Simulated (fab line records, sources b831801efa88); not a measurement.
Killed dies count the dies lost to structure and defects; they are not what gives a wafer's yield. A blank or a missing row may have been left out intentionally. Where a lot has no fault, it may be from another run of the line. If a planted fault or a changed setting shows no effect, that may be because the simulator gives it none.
The tool behind it: which one? + flow sky130 + 10 lots, 30 wafers sampled, at 4 steps of a route of 708

== WHAT THE GAUGES SHOWED, per wafer ==
SKY_VIA2_OVL_MEAS_13. Usual: VIA2_OVL typically reads -2 nm, with standard deviation 5.3.
| lot  | measured     | on         | VIA2_OVL (nm) | flag |
|------|--------------|------------|---------------|------|
| L489 | day 36 18:44 | overlay-01 | 4 11 10       |      |
| L490 | day 37 01:59 | overlay-02 | -4 1 -3       |      |
| L491 | day 37 19:11 | overlay-02 | 6 5 2         |      |
| L493 | day 38 11:20 | overlay-01 | -7 -6 -4      |      |
| L494 | day 38 21:23 | overlay-01 | -4 -3 1       |      |
| L498 | day 39 13:29 | overlay-01 | 5 3 -2        |      |
| L499 | day 39 22:59 | overlay-02 | -2 -5 -3      |      |
| L500 | day 40 23:44 | overlay-02 | -6 -3 -8      |      |
| L508 | day 42 11:02 | overlay-02 | -3 -6 0       |      |
| L509 | day 43 04:26 | overlay-01 | -5 0 2        |      |

SKY_VIA2_RS_MEAS_22: uses a four-point probe to measure. Usual: VIA2_W_RS typically reads 0.2733 ohm/sq, with standard deviation 0.0028.
| lot  | measured     | on           | VIA2_W_RS (ohm/sq)                        | flag |
|------|--------------|--------------|-------------------------------------------|------|
| L489 | day 36 19:41 | filmMetro-03 | 0.2760 0.2703 0.2726                      |      |
| L490 | day 37 03:10 | filmMetro-02 | 0.2699 0.2736 0.2737                      |      |
| L491 | day 37 20:10 | filmMetro-02 | 0.2722 0.2700 0.2756                      |      |
| L493 | day 38 12:17 | filmMetro-04 | 0.2753 0.2741 0.2724                      |      |
| L494 | day 38 22:22 | filmMetro-03 | 0.2717 0.2724 0.2687                      |      |
| L498 | day 39 14:27 | filmMetro-04 | 0.2714 0.1416 0.2715 0.2706 0.1417 0.2718 | OFF  |
| L499 | day 39 23:59 | filmMetro-03 | 0.2740 0.2762 0.2737                      |      |
| L500 | day 41 00:46 | filmMetro-03 | 0.1399 0.1407 0.2676 0.1398 0.1403 0.2680 | OFF  |
| L508 | day 42 11:59 | filmMetro-04 | 0.2773 0.2721 0.2753                      |      |
| L509 | day 43 05:22 | filmMetro-03 | 0.2712 0.2731 0.2717                      |      |

== WHAT TOOL EACH LOT RAN ON (gives the tool, then ch and the chambers of the sampled wafers, and finally the start) ==
| lot  | SKY_VIA2_ETCH_14                  | SKY_VIA2_CVD_21              |
|------|-----------------------------------|------------------------------|
| L489 | rieDiel-02 ch 1,2,3, day 36 18:46 | cvdW-02 ch 0,1, day 36 19:32 |
| L490 | rieDiel-01 ch 0,3, day 37 02:01   | cvdW-01 ch 0,1, day 37 03:01 |
| L491 | rieDiel-03 ch 0,1,3, day 37 19:13 | cvdW-01 ch 0,1, day 37 20:02 |
| L493 | rieDiel-01 ch 1,3, day 38 11:22   | cvdW-01 ch 0,1, day 38 12:08 |
| L494 | rieDiel-01 ch 0,3, day 38 21:25   | cvdW-02 ch 0,1, day 38 22:13 |
| L498 | rieDiel-03 ch 0,1,3, day 39 13:31 | cvdW-01 ch 0,1, day 39 14:18 |
| L499 | rieDiel-01 ch 1,2, day 39 23:01   | cvdW-02 ch 0,1, day 39 23:50 |
| L500 | rieDiel-02 ch 0,2, day 40 23:46   | cvdW-01 ch 0,1, day 41 00:38 |
| L508 | rieDiel-01 ch 1,3, day 42 11:04   | cvdW-02 ch 0,1, day 42 11:50 |
| L509 | rieDiel-03 ch 1,3, day 43 04:28   | cvdW-02 ch 0,1, day 43 05:14 |
- SKY_VIA2_ETCH_14: etches BARC in N2/H2, stops on SiO2, time 45.9 s, target depth 60 nm.
- SKY_VIA2_CVD_21: deposits W, target thk 420 nm, time 126.4 s.

== WHAT THE TOOLS THEMSELVES READ (means of the sampled wafers that have a number; where no wafer has one, the mark that the record gives instead) ==
SKY_VIA2_ETCH_14. Usual: drypumpMotorCurrentA 5.7 A, standard deviation 0.38; oesProductAu 0.855 a.u., standard deviation 0.0047; throttleValvePct 13.224 %, standard deviation 0.0095.
| lot  | tool       | drypumpMotorCurrentA (A) | oesProductAu (a.u.) | throttleValvePct (%) | flag |
|------|------------|--------------------------|---------------------|----------------------|------|
| L489 | rieDiel-02 | 5.9                      | 0.865               | 13.236               |      |
| L490 | rieDiel-01 | 5.3                      | 0.854               | 13.213               |      |
| L491 | rieDiel-03 | 5.8                      | 0.858               | 13.224               |      |
| L493 | rieDiel-01 | 5.5                      | 0.859               | 13.234               |      |
| L494 | rieDiel-01 | 5.4                      | 0.857               | 13.226               |      |
| L498 | rieDiel-03 | 5.8                      | 0.854               | 13.220               |      |
| L499 | rieDiel-01 | 5.7                      | 0.861               | 13.224               |      |
| L500 | rieDiel-02 | 6.4                      | 0.856               | 13.226               |      |
| L508 | rieDiel-01 | 5.5                      | 0.853               | 13.228               |      |
| L509 | rieDiel-03 | 6.1                      | 0.855               | 13.228               |      |

SKY_VIA2_CVD_21. Usual: heaterPowerW reads 835 W (standard deviation 98).
| lot  | tool    | heaterPowerW (W) | flag |
|------|---------|------------------|------|
| L489 | cvdW-02 | 885              |      |
| L490 | cvdW-01 | 811              |      |
| L491 | cvdW-01 | 811              |      |
| L493 | cvdW-01 | 806              |      |
| L494 | cvdW-02 | 798              |      |
| L498 | cvdW-01 | 795              |      |
| L499 | cvdW-02 | 870              |      |
| L500 | cvdW-01 | 820              |      |
| L508 | cvdW-02 | 801              |      |
| L509 | cvdW-02 | 882              |      |

== THE ANSWER, worked out from the rows above alone ==
Rule: a lot is off if the mean of its wafers that have a number lies more than 3 standard deviations from the usual mean. Also off: a lot with no number at a reading for which 4 or more lots have one. Where the step has rows for the other lots, those lots are counted as sound. The gauges are gone through in route order, then the tools' own readings, and for those a lot's mean is taken as printed above. The first step at which some lot is off is used, and at that step the reading that is off furthest; a lot without a number counts as furthest.
Off: L498, L500, at SKY_VIA2_RS_MEAS_22 (VIA2_W_RS).
If a tool, at a process step before that reading, ran all the lots that are off and no sound lot after the first of them, it fits. Gauges at SKY_VIA2_RS_MEAS_22: tried the same way as those tools. One fits: cvdW-01 at SKY_VIA2_CVD_21. A fault onset in the window from L493 (day 38 12:08, its last sound lot) to L498 (day 39 14:18, its first lot off) fits.

== WHAT HAD BEEN PUT IN BY THE SIMULATOR ==
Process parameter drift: cvdW-01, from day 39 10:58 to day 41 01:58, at SKY_VIA2_CVD_21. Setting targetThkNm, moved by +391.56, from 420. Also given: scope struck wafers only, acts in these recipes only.
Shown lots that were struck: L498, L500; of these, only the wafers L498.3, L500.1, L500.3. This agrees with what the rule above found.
